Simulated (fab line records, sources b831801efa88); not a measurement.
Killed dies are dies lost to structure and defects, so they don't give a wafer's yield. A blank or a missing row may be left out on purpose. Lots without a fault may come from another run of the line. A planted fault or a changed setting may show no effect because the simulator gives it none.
A struck lot beside a sound one | flow sky130 | 14 steps out of a route of 708
Sound: wafers L182.1, L182.5, L182.6. Struck: wafers L197.1, L197.3, L197.4. The cause comes at the end.
At each step with rows: each side's tool, then ch and its chambers, then its first start. Under that, the readings that differ: sound wafers | struck wafers | difference of the means | sigmas: that difference in standard deviations of wafers without a fault.
alike: readings whose means differ by less than 2 such deviations, and words and numbers that are the same on both sides. not compared: withheld readings, readings that some wafer has no value for, bounds like >300 that may hide the same value, and numbers for which the record gives no deviation and whose values overlap.
The two part at a step that has a row with sigmas, a row that says differs or no value, or rows on one side only. Numbers that don't overlap but have no deviation are shown without sigmas and don't part them. A reading that every wafer of one side lacks parts them only if that side has two wafers or more.

first, 2 steps without rows for these wafers: SKY_VIA4_PEB_09; SKY_VIA4_DEVELOP_10 (develop time 60 s).
SKY_VIA4_OVL_MEAS_11:
  sound on overlay-02, day 42 09:31; struck on overlay-01, day 47 00:19
  alike: VIA4_OVL
SKY_VIA4_ETCH_12: etches SiO2 in C4F8/O2/Ar, stops on TiN, target depth 580 nm.
  sound on rie_diel-01 ch 0,1, day 42 09:34; struck on rie_diel-02 ch 0,2,3, day 47 00:21
  alike: chamber_pressure_mTorr, oes_product_au
SKY_VIA4_STRIP_13: strips in O2/N2.
  sound on plasma_asher-02 ch 0,1, day 42 09:38; struck on plasma_asher-04 ch 0,1, day 47 00:26
  alike: chamber_pressure_mTorr, drypump_motor_current_A, oes_product_au, strip_time_to_endpoint_s
  not compared: rf_hours_counter_h
then, 3 steps without rows for these wafers: SKY_VIA4_STRIP_14 (strips in post etch residue remover, time 1200 s); SKY_VIA4_CLEAN_15 (cleans in IPA, time 180 s); SKY_VIA4_CLEAN_16 (cleans in O3/DIW).
SKY_VIA4_SPUTTER_17: material TiN, target thk 20 nm, time 80 s.
  sound on pvd_sputter-04, day 42 10:16; struck on pvd_sputter-02, day 47 01:06
  alike: cathode_dc_power_W, throttle_valve_pct
SKY_VIA4_CVD_18: deposits W, target thk 505 nm, time 152.14 s.
  sound on cvd_w-01 ch 0,1, day 42 10:19; struck on cvd_w-02 ch 0,1, day 47 01:10
  alike: heater_power_outer_w, heater_power_w
SKY_VIA4_RS_MEAS_19: measures by four-point-probe.
  sound on film_metro-03, day 42 10:28; struck on film_metro-02, day 47 01:19
  alike: VIA4_W_RS
SKY_VIA4_THK_MEAS_20: measures by xrf.
  sound on film_metro-03, day 42 10:35; struck on film_metro-02, day 47 01:26
  alike: VIA4_W_THK
SKY_VIA4_CMP_21: polishes, stops on SiO2, t overpolish 25 s, target thk 0 nm.
  sound on cmp-02 ch 0,3, day 42 10:42; struck on cmp-02 ch 0,1,2, day 47 01:29
  reading                | sound                | struck            | difference | sigmas
  overpolish_run_s (s)   | 25.015 25.011 25.000 | 0.037 0.036 0.047 | -24.969    | -99 or more
  time_to_endpoint_s (s) | 127 130 115          | 189 188 187       | +64        | +11
  alike: edge_zone_pressure_frac, motor_current_A, slurry_filter_dp_kPa
-- the record jumps here: 2 days lie between the struck wafers' starts before and after (it left off in module VIA4 and takes up again in module PAD_OPEN, whose first step shown is number 708 of the route) --
SKY_PAD_OPEN_PROBE_99:
  sound on prober-01, day 45 10:05; struck on prober-01, day 49 12:17
  reading                  | sound          | struck         | difference | sigmas
  defect_limited_yield (%) | 82.7 83.7 81.9 | 0 0 0          | -83        | -41
  killed_at_M4_up          | 1 1 3          | 411 412 421    | +413       | +99 or more
  killed_dies              | 85 80 89       | 492 492 492    | +407       | +42
  killed_on_rim            | 12 19 19       | 96 96 96       | +79        | +22
  sort_bin_3_pad_short (%) | 1.2 0.4 0.4    | 83.9 83.7 85.0 | +83.5      | +99 or more
  sort_n_pass              | 407 412 403    | 0 0 0          | -407       | -42
  sort_yield_pct (%)       | 82.7 83.7 81.9 | 0 0 0          | -83        | -41
  alike: killed_at_M0_to_M3, killed_at_contacts, killed_at_front_end, killed_at_other, killed_open, killed_short, sort_bin_5_function, sort_bin_6_memory

WHERE THEY PART
First at SKY_VIA4_CMP_21; last, within this record, at SKY_PAD_OPEN_PROBE_99.

WHY: what the simulator had put in
Process parameter drift: cmp-02, from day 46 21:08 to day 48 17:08, at SKY_VIA4_CMP_21. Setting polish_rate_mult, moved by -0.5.
